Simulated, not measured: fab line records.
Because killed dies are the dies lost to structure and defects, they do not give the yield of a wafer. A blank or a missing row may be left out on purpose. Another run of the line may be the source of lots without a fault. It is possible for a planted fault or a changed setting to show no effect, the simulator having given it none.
Matching of chambers :: flow sky130 :: SKY_VIA1_CMP_02 on cmp-02: 4 sister chambers
The step polishes SiO2. 16 wafers are shown with their chamber, then 8 later ones without.

WAFERS PAIRED WITH THEIR CHAMBERS
wafer: L946.2
chamber: 1
motorCurrentA (A): 12.4
retainingRingPressureFrac: 1.000
headPressurePsi (psi): 3.999

wafer: L946.3
chamber: 2
motorCurrentA (A): 14.5
retainingRingPressureFrac: 1.001
headPressurePsi (psi): 3.998

wafer: L946.5
chamber: 2
motorCurrentA (A): 14.6
retainingRingPressureFrac: 1.005
headPressurePsi (psi): 3.987

wafer: L950.4
chamber: 2
motorCurrentA (A): 14.9
retainingRingPressureFrac: 0.994
headPressurePsi (psi): 3.999

wafer: L950.5
chamber: 2
motorCurrentA (A): 13.7
retainingRingPressureFrac: 1.001
headPressurePsi (psi): 3.999

wafer: L950.6
chamber: 1
motorCurrentA (A): 12.1
retainingRingPressureFrac: 1.010
headPressurePsi (psi): 4.001

wafer: L955.3
chamber: 0
motorCurrentA (A): 11.4
retainingRingPressureFrac: 1.001
headPressurePsi (psi): 3.999

wafer: L955.4
chamber: 1
motorCurrentA (A): 12.8
retainingRingPressureFrac: 0.997
headPressurePsi (psi): 3.994

wafer: L955.5
chamber: 3
motorCurrentA (A): 10.1
retainingRingPressureFrac: 1.002
headPressurePsi (psi): 3.996

wafer: L956.2
chamber: 1
motorCurrentA (A): 12.6
retainingRingPressureFrac: 1.005
headPressurePsi (psi): 3.995

wafer: L956.4
chamber: 0
motorCurrentA (A): 10.5
retainingRingPressureFrac: 1.001
headPressurePsi (psi): 4.007

wafer: L956.5
chamber: 0
motorCurrentA (A): 11.1
retainingRingPressureFrac: 1.003
headPressurePsi (psi): 4.009

wafer: L958.2
chamber: 0
motorCurrentA (A): 11.6
retainingRingPressureFrac: 1.004
headPressurePsi (psi): 3.999

wafer: L958.4
chamber: 2
motorCurrentA (A): 14.8
retainingRingPressureFrac: 0.996
headPressurePsi (psi): 4.000

wafer: L958.5
chamber: 0
motorCurrentA (A): 11.1
retainingRingPressureFrac: 1.001
headPressurePsi (psi): 3.996

wafer: L959.1
chamber: 3
motorCurrentA (A): 10.0
retainingRingPressureFrac: 0.994
headPressurePsi (psi): 4.007

SIGNATURES (averages over the wafers above)
reading: motorCurrentA
chamber 0: 11.140
chamber 1: 12.475
chamber 2: 14.500
chamber 3: 10.050
scatter within a chamber: 0.394

reading: retainingRingPressureFrac
chamber 0: 1.00200
chamber 1: 1.00300
chamber 2: 0.99940
chamber 3: 0.99800
scatter within a chamber: 0.00423

reading: headPressurePsi
chamber 0: 4.00200
chamber 1: 3.99725
chamber 2: 3.99660
chamber 3: 4.00150
scatter within a chamber: 0.00531
Rule: for a wafer and a chamber, the distance is found by dividing, reading by reading, the gap between the wafer's reading and the chamber's mean by the reading's scatter, squaring, summing and taking the root. If the next closest chamber is less than 2 further off than the closest, the wafer can't be placed; otherwise it belongs to the closest. The scatter: the root of (the sum of the squares of (reading less its chamber's mean) over the shown wafers, divided by (wafers less chambers)).

WAFERS WHOSE CHAMBER IS MISSING
wafer: L959.4
motorCurrentA (A): 11.1
retainingRingPressureFrac: 1.004
headPressurePsi (psi): 4.003

wafer: L959.5
motorCurrentA (A): 12.8
retainingRingPressureFrac: 1.000
headPressurePsi (psi): 3.996

wafer: L962.2
motorCurrentA (A): 12.9
retainingRingPressureFrac: 1.005
headPressurePsi (psi): 3.996

wafer: L962.3
motorCurrentA (A): 11.7
retainingRingPressureFrac: 1.002
headPressurePsi (psi): 3.999

wafer: L962.4
motorCurrentA (A): 11.0
retainingRingPressureFrac: 1.003
headPressurePsi (psi): 4.009

wafer: L964.1
motorCurrentA (A): 14.3
retainingRingPressureFrac: 1.001
headPressurePsi (psi): 3.997

wafer: L964.5
motorCurrentA (A): 10.9
retainingRingPressureFrac: 0.997
headPressurePsi (psi): 3.983

wafer: L964.6
motorCurrentA (A): 10.2
retainingRingPressureFrac: 1.000
headPressurePsi (psi): 4.006

EACH ONE'S CHAMBER
wafer: L959.4
from the rows above: 0
in truth: 0

wafer: L959.5
from the rows above: 1
in truth: 1

wafer: L962.2
from the rows above: 1
in truth: 1

wafer: L962.3
from the rows above: can't be placed: 0 or 1
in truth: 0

wafer: L962.4
from the rows above: can't be placed: 0 or 3
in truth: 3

wafer: L964.1
from the rows above: 2
in truth: 2

wafer: L964.5
from the rows above: can't be placed: 0 or 3 or 1
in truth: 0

wafer: L964.6
from the rows above: can't be placed: 3 or 0
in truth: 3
Correct placement for 4 of the 8. Cannot be placed on the basis of these rows: 4; the candidates contain the true chamber in 4. Number placed wrongly: 0.
